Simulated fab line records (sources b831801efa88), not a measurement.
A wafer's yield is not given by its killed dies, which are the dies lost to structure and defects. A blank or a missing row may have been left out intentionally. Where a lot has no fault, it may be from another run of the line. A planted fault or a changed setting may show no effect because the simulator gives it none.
What tool caused it? || flow sky130 || Sampling: 10 lots, 30 wafers, 3 of 708 route steps

## WHAT THE GAUGES READ, wafer by wafer
SKY_VIA4_RS_MEAS_19: the measuring method here is four-point-probe.
{"lot": "L245", "measured": "day 42 23:38", "on": "film_metro-04", "VIA4_W_RS (ohm/sq)": "0.2286 0.2266 0.2292"}
{"lot": "L246", "measured": "day 43 05:17", "on": "film_metro-01", "VIA4_W_RS (ohm/sq)": "0.2251 0.2232 0.2193"}
{"lot": "L248", "measured": "day 43 22:42", "on": "film_metro-02", "VIA4_W_RS (ohm/sq)": "0.2279 0.2282 0.2264"}
{"lot": "L250", "measured": "day 44 11:08", "on": "film_metro-01", "VIA4_W_RS (ohm/sq)": "0.2256 0.2278 0.2293"}
{"lot": "L254", "measured": "day 45 09:49", "on": "film_metro-04", "VIA4_W_RS (ohm/sq)": "0.3096 0.3110 0.2262 0.3096 0.3105 0.2260"}
{"lot": "L255", "measured": "day 45 18:18", "on": "film_metro-04", "VIA4_W_RS (ohm/sq)": "0.2276 0.3107 0.2259 0.2276 0.3108 0.2260"}
{"lot": "L256", "measured": "day 46 02:48", "on": "film_metro-01", "VIA4_W_RS (ohm/sq)": "0.3126 0.2288 0.2270 0.3122 0.2286 0.2267"}
{"lot": "L261", "measured": "day 47 03:53", "on": "film_metro-02", "VIA4_W_RS (ohm/sq)": "0.2236 0.2229 0.2209"}
{"lot": "L266", "measured": "day 48 08:47", "on": "film_metro-04", "VIA4_W_RS (ohm/sq)": "0.2281 0.2282 0.2287"}
{"lot": "L267", "measured": "day 49 08:57", "on": "film_metro-02", "VIA4_W_RS (ohm/sq)": "0.2223 0.2232 0.2269"}

## WHICH TOOL RAN EACH LOT (tool, then ch and the chambers of the sampled wafers, then the start)
{"lot": "L245", "SKY_LI_CONTACT_STRIP_16": "plasma_asher-01 ch 0,1, day 29 08:58", "SKY_VIA4_CVD_18": "cvd_w-02 ch 0,1, day 42 23:29"}
{"lot": "L246", "SKY_LI_CONTACT_STRIP_16": "plasma_asher-01 ch 0,1, day 29 15:20", "SKY_VIA4_CVD_18": "cvd_w-01 ch 0,1, day 43 05:08"}
{"lot": "L248", "SKY_LI_CONTACT_STRIP_16": "plasma_asher-02 ch 0, day 30 11:22", "SKY_VIA4_CVD_18": "cvd_w-02 ch 0,1, day 43 22:33"}
{"lot": "L250", "SKY_LI_CONTACT_STRIP_16": "plasma_asher-02 ch 0,1, day 31 04:11", "SKY_VIA4_CVD_18": "cvd_w-02 ch 0,1, day 44 10:58"}
{"lot": "L254", "SKY_LI_CONTACT_STRIP_16": "plasma_asher-03 ch 1, day 32 11:12", "SKY_VIA4_CVD_18": "cvd_w-02 ch 0,1, day 45 09:39"}
{"lot": "L255", "SKY_LI_CONTACT_STRIP_16": "plasma_asher-02 ch 0,1, day 32 21:05", "SKY_VIA4_CVD_18": "cvd_w-02 ch 0,1, day 45 18:09"}
{"lot": "L256", "SKY_LI_CONTACT_STRIP_16": "plasma_asher-02 ch 0,1, day 33 06:09", "SKY_VIA4_CVD_18": "cvd_w-02 ch 0,1, day 46 02:40"}
{"lot": "L261", "SKY_LI_CONTACT_STRIP_16": "plasma_asher-01 ch 0,1, day 34 13:27", "SKY_VIA4_CVD_18": "cvd_w-01 ch 0,1, day 47 03:45"}
{"lot": "L266", "SKY_LI_CONTACT_STRIP_16": "plasma_asher-01 ch 1, day 36 03:52", "SKY_VIA4_CVD_18": "cvd_w-02 ch 0, day 48 08:37"}
{"lot": "L267", "SKY_LI_CONTACT_STRIP_16": "plasma_asher-02 ch 0,1, day 37 16:31", "SKY_VIA4_CVD_18": "cvd_w-01 ch 0,1, day 49 08:48"}
- SKY_LI_CONTACT_STRIP_16: strips in O2/N2.
- SKY_VIA4_CVD_18: deposits W, target thk 505 nm, time 152.14 s.

## THE ANSWER, worked out from the rows above alone
Rule: usual is defined by the lots themselves. The widest of any qualifying gaps counts: lots, ordered by their means at a reading, are off when they make up no more than a third of the lots, leave a main group of 4 or more, and stand apart from it by 3 or more times the standard deviation of that group's means. A main group is skipped when, at the precision printed for the reading in the tables above, its means are all equal. Also off: a lot with no number at a reading for which 4 or more lots have one. Any other lot the step has rows for is counted as sound.
Off: L254, L255, L256, seen at SKY_VIA4_RS_MEAS_19 (VIA4_W_RS). Main group: mean 0.2258 ohm/sq, sd 0.0025.
A tool fits if, at a process step before that reading, it ran every lot that is off, and no sound lot after the first of them. The gauges at SKY_VIA4_RS_MEAS_19 are tried like those tools. Of those tried, none fits.

## WHAT THE SIMULATOR PUT IN
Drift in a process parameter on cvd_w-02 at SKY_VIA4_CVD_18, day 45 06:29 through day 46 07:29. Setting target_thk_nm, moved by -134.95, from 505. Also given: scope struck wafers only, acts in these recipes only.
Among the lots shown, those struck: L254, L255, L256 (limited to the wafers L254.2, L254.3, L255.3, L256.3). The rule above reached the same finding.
